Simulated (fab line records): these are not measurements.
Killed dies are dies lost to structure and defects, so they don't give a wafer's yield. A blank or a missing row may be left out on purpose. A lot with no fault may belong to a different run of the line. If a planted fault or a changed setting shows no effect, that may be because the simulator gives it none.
What tool caused it? + flow gf180mcu + 15 lots with 45 wafers sampled at 4 steps, on a route of 602 steps

WHAT EACH GAUGE READ, for each wafer
GF_M2_THK_MEAS_06: measures by xrf.
| lot  | measured     | on           | M2_ALCU_THK (nm) |
|------|--------------|--------------|------------------|
| L175 | day 18 20:04 | filmMetro-02 | 462 460 456      |
| L177 | day 19 17:14 | filmMetro-03 | 460 454 454      |
| L178 | day 20 02:58 | filmMetro-02 | 471 462 467      |
| L181 | day 21 10:02 | filmMetro-02 | 457 455 454      |
| L182 | day 21 19:56 | filmMetro-03 | 461 462 459      |
| L183 | day 22 01:56 | filmMetro-03 | 454 460 457      |
| L184 | day 22 10:57 | filmMetro-02 | 453 455 458      |
| L185 | day 22 18:58 | filmMetro-03 | 457 462 459      |
| L188 | day 23 17:44 | filmMetro-04 | 458 454 456      |
| L189 | day 24 05:29 | filmMetro-04 | 457 451 455      |
| L191 | day 25 01:20 | filmMetro-02 | 464 460 457      |
| L196 | day 26 09:33 | filmMetro-03 | 452 452 455      |

TOOL THAT RAN EACH LOT (tool first, then ch and the chambers of the sampled wafers, then the start)
| lot  | GF_CONTACT_DEVELOP_13            | GF_M1_SPUTTER_00            | GF_V1_CMP_04                  |
|------|----------------------------------|-----------------------------|-------------------------------|
| L175 | lithoTrack-02 ch 0, day 16 16:38 | pvdSputter-01, day 16 18:05 | cmp-02 ch 0,2,3, day 17 18:20 |
| L177 | lithoTrack-02 ch 0, day 17 12:37 | pvdSputter-02, day 17 14:03 | cmp-01 ch 0,1,3, day 18 14:31 |
| L178 | lithoTrack-01 ch 0, day 17 23:32 | pvdSputter-01, day 18 00:58 | cmp-02 ch 0,2, day 19 02:04   |
| L181 | lithoTrack-01 ch 0, day 19 04:49 | pvdSputter-01, day 19 06:16 | cmp-01 ch 0,2,3, day 20 08:05 |
| L182 | lithoTrack-01 ch 0, day 19 10:53 | pvdSputter-01, day 19 15:43 | cmp-01 ch 1,2,3, day 20 17:57 |
| L183 | lithoTrack-02 ch 0, day 19 20:04 | pvdSputter-02, day 19 21:34 | cmp-01 ch 1,2,3, day 20 23:31 |
| L184 | lithoTrack-02 ch 0, day 20 06:49 | pvdSputter-02, day 20 08:16 | cmp-02 ch 1,2, day 21 09:33   |
| L185 | lithoTrack-03 ch 0, day 20 15:35 | pvdSputter-02, day 20 17:00 | cmp-01 ch 0,3, day 21 17:35   |
| L188 | lithoTrack-02 ch 0, day 21 15:47 | pvdSputter-03, day 21 17:14 | cmp-02 ch 0,1,2, day 22 17:47 |
| L189 | lithoTrack-03 ch 0, day 22 03:25 | pvdSputter-01, day 22 04:52 | cmp-01 ch 0,2,3, day 23 05:19 |
| L191 | lithoTrack-01 ch 0, day 22 21:05 | pvdSputter-01, day 22 22:31 | cmp-02 ch 2,3, day 23 22:37   |
| L192 | lithoTrack-03, day 23 01:49      | -                           | -                             |
| L193 | lithoTrack-02, day 23 11:10      | -                           | -                             |
| L194 | lithoTrack-01, day 23 16:40      | -                           | -                             |
| L196 | lithoTrack-01 ch 0, day 24 11:38 | pvdSputter-03, day 24 13:11 | cmp-01 ch 1,2,3, day 25 10:45 |
- GF_CONTACT_DEVELOP_13: develop time 60 s.
- GF_M1_SPUTTER_00: material Ti, target thk 37.5 nm, time 150 s.
- GF_V1_CMP_04: polishes SiO2.

WHAT THE TOOLS THEMSELVES READ (means of the sampled wafers that have a number; where no wafer has one, the mark that the record gives instead)
GF_CONTACT_DEVELOP_13.
| lot  | tool          | chillPlateTempC (C) |
|------|---------------|---------------------|
| L175 | lithoTrack-02 | 23.05               |
| L177 | lithoTrack-02 | 22.96               |
| L178 | lithoTrack-01 | 23.14               |
| L181 | lithoTrack-01 | 23.12               |
| L182 | lithoTrack-01 | 22.95               |
| L183 | lithoTrack-02 | 23.02               |
| L184 | lithoTrack-02 | 23.01               |
| L185 | lithoTrack-03 | 23.01               |
| L188 | lithoTrack-02 | 22.95               |
| L189 | lithoTrack-03 | 23.01               |
| L191 | lithoTrack-01 | 23.05               |
| L192 | lithoTrack-03 | -                   |
| L193 | lithoTrack-02 | -                   |
| L194 | lithoTrack-01 | -                   |
| L196 | lithoTrack-01 | 22.91               |

GF_M1_SPUTTER_00.
| lot  | tool          | throttleValvePct (%) |
|------|---------------|----------------------|
| L175 | pvdSputter-01 | 29.7                 |
| L177 | pvdSputter-02 | 30.1                 |
| L178 | pvdSputter-01 | 29.1                 |
| L181 | pvdSputter-01 | 29.3                 |
| L182 | pvdSputter-01 | 28.7                 |
| L183 | pvdSputter-02 | 31.1                 |
| L184 | pvdSputter-02 | 30.9                 |
| L185 | pvdSputter-02 | 29.4                 |
| L188 | pvdSputter-03 | 30.3                 |
| L189 | pvdSputter-01 | 28.8                 |
| L191 | pvdSputter-01 | 29.7                 |
| L196 | pvdSputter-03 | 31.1                 |

GF_V1_CMP_04.
| lot  | tool   | motorCurrentA (A) | slurryFlowMlMin | timeToEndpointS (s) |
|------|--------|-------------------|-----------------|---------------------|
| L175 | cmp-02 | 11.5              | 150.0           | 79                  |
| L177 | cmp-01 | 13.7              | 150.1           | 75                  |
| L178 | cmp-02 | 10.5              | 150.3           | 82                  |
| L181 | cmp-01 | 13.7              | 149.7           | 76                  |
| L182 | cmp-01 | 14.0              | 150.4           | 86                  |
| L183 | cmp-01 | 14.2              | 150.0           | 79                  |
| L184 | cmp-02 | 11.0              | 150.3           | 85                  |
| L185 | cmp-01 | 12.7              | 149.3           | 82                  |
| L188 | cmp-02 | 11.6              | 150.0           | 86                  |
| L189 | cmp-01 | 13.7              | 149.8           | 69                  |
| L191 | cmp-02 | 11.2              | 149.4           | 84                  |
| L196 | cmp-01 | 14.0              | 149.9           | 78                  |

THE ANSWER, worked out from the rows above alone
Rule: the usual values come from the lots themselves. Put in order of their means at a reading, lots are off if they are a third of the lots or fewer, leave a main group of 4 or more, and stand apart from it by a gap of 3 or more times the standard deviation of the main group's means; of several such gaps the widest counts. If all means in a main group match to the digits the tables above print for the reading, that group is not used. Also off: a lot with no number at a reading for which 4 or more lots have one. All remaining lots with rows at the step are treated as sound. Order of review: gauges by route order, followed by the tools' own readings, for which a lot's mean as printed above is used. The first step at which some lot is off is used, and at that step the reading that is off furthest; a lot without a number counts as furthest.
Off, at GF_CONTACT_DEVELOP_13 on chillPlateTempC: L192, L193, L194. Without a number there: L192, L193, L194. For the main group the mean is 23.02 C and the standard deviation 0.066.
If a tool, at that step or one of the process steps before it, ran each lot that is off and ran no sound lot following the first of them, it fits. Of those tried, none fits.

WHAT THE SIMULATOR HAD PUT IN
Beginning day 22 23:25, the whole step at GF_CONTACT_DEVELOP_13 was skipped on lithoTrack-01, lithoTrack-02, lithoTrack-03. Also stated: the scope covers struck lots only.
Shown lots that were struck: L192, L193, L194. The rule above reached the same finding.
